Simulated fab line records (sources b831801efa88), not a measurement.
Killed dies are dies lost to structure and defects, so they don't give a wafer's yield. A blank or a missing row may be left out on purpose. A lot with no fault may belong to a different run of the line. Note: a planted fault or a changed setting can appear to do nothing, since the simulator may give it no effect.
Which tool did it? ; flow gf180mcu ; 12 lots, 36 wafers sampled, at 4 steps of a route of 602

WHAT EACH GAUGE READ, for each wafer
GF_DUAL_GATE_OVL_MEAS_11. Usual: DUAL_GATE_OVL typically reads 0.5 nm, with standard deviation 1.
lot;measured;on;DUAL_GATE_OVL (nm);flag
L680;day 8 11:55;overlay-01;0.3 0.1 -1.8;
L681;day 8 18:50;overlay-02;1.2 1.5 0.7;
L682;day 9 00:02;overlay-02;-0.9 -1.0 -0.2;
L683;day 9 08:10;overlay-01;0.8 -1.2 -0.2;
L684;day 9 17:38;overlay-02;-1.3 -0.3 -0.1;
L692;day 11 23:17;overlay-02;2.2 1.2 1.0;
L693;day 12 01:43;overlay-01;6.4 5.8 5.5;OFF
L694;day 12 11:41;overlay-02;3.7 4.9 3.5;OFF
L699;day 13 23:32;overlay-02;-1.0 -0.9 0.2;
L700;day 14 04:01;overlay-02;1.1 1.0 2.4;
L701;day 14 09:32;overlay-01;0.8 1.1 -0.4;
L702;day 14 18:02;overlay-01;2.2 1.4 0.8;

GF_CONTACT_BOW_MEAS_05. Usual: CONTACT_BOW typically reads 66 um, with standard deviation 7.
lot;measured;on;CONTACT_BOW (um);flag
L680;day 15 08:34;filmMetro-03;59 63 82;
L681;day 15 17:26;filmMetro-03;46 73 63;
L682;day 15 22:32;filmMetro-04;69 68 69;
L683;day 16 16:02;filmMetro-04;72 69 60;
L684;day 16 21:08;filmMetro-03;61 66 72;
L692;day 19 17:36;filmMetro-03;56 65 58;
L693;day 19 21:35;filmMetro-04;77 65 81;
L694;day 20 13:32;filmMetro-01;60 66 62;
L699;day 22 08:43;filmMetro-01;54 71 64;
L700;day 22 12:16;filmMetro-01;74 63 60;
L701;day 22 18:34;filmMetro-03;60 67 67;
L702;day 23 03:28;filmMetro-04;70 66 60;

GF_CONTACT_RS_MEAS_25: uses a four-point probe to measure. Usual: CONTACT_W_RS typically reads 0.382 ohm/sq, with standard deviation 0.005.
lot;measured;on;CONTACT_W_RS (ohm/sq);flag
L680;day 16 07:26;filmMetro-03;0.381 0.380 0.383;
L681;day 16 16:52;filmMetro-04;0.381 0.380 0.379;
L682;day 16 21:54;filmMetro-04;0.379 0.380 0.385;
L683;day 17 16:33;filmMetro-04;0.385 0.384 0.373;
L684;day 17 21:27;filmMetro-01;0.373 0.373 0.371;
L692;day 20 18:58;filmMetro-03;0.377 0.383 0.375;
L693;day 20 23:01;filmMetro-03;0.381 0.372 0.376;
L694;day 21 14:35;filmMetro-01;0.383 0.382 0.383;
L699;day 23 08:27;filmMetro-01;0.382 0.385 0.375;
L700;day 23 11:59;filmMetro-01;0.389 0.386 0.384;
L701;day 23 18:20;filmMetro-01;0.391 0.388 0.390;
L702;day 24 02:56;filmMetro-03;0.375 0.373 0.385;

WHAT TOOL EACH LOT RAN ON (gives the tool, then ch and the chambers of the sampled wafers, and finally the start)
lot;GF_DUAL_GATE_EXPOSE_08
L680;ilineStepper-01 ch 0, day 8 03:47
L681;ilineStepper-01 ch 0, day 8 10:36
L682;ilineStepper-02 ch 0, day 8 15:30
L683;ilineStepper-01 ch 0, day 8 23:52
L684;ilineStepper-01 ch 0, day 9 08:46
L692;ilineStepper-02 ch 0, day 11 13:55
L693;ilineStepper-02 ch 0, day 11 16:33
L694;ilineStepper-02 ch 0, day 12 02:22
L699;ilineStepper-01 ch 0, day 13 13:14
L700;ilineStepper-01 ch 0, day 13 18:17
L701;ilineStepper-01 ch 0, day 13 23:16
L702;ilineStepper-01 ch 0, day 14 08:17
- GF_DUAL_GATE_EXPOSE_08: exposes mask Dualgate, target cd 700 nm.

AS READ BY THE TOOLS THEMSELVES (means over the sampled wafers that have a number; for cases with no such wafer, the mark the record gives instead)
The record holds no such reading with a usual standard deviation.

THE ANSWER, worked out from the rows above alone
Rule: take the mean of a lot's wafers that have a number; if it is more than 3 standard deviations from the usual mean, the lot is off. Also off: a lot with no number at a reading for which 4 or more lots have one. All remaining lots with rows at the step are treated as sound. After the gauges, taken in route order, come the tools' own readings; for these a lot's mean is taken, as printed above. At the first step where some lot is off, the reading lying furthest off is the one used; lots without a number count as furthest.
Off: at GF_DUAL_GATE_OVL_MEAS_11 (DUAL_GATE_OVL), L693, L694.
If a tool, at a process step before that reading, ran all the lots that are off and no sound lot after the first of them, it fits. Gauges at GF_DUAL_GATE_OVL_MEAS_11: tried the same way as those tools. One candidate fits, namely ilineStepper-02 at GF_DUAL_GATE_EXPOSE_08. A fault onset in the window from L692 (day 11 13:55, its last sound lot) to L693 (day 11 16:33, its first lot off) fits.

WHAT THE SIMULATOR PUT IN
Scanner matching overlay: ilineStepper-02, from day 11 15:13 on, at GF_DUAL_GATE_EXPOSE_08. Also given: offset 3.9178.
Lots struck among those shown: L693, L694. The rule above found the same.
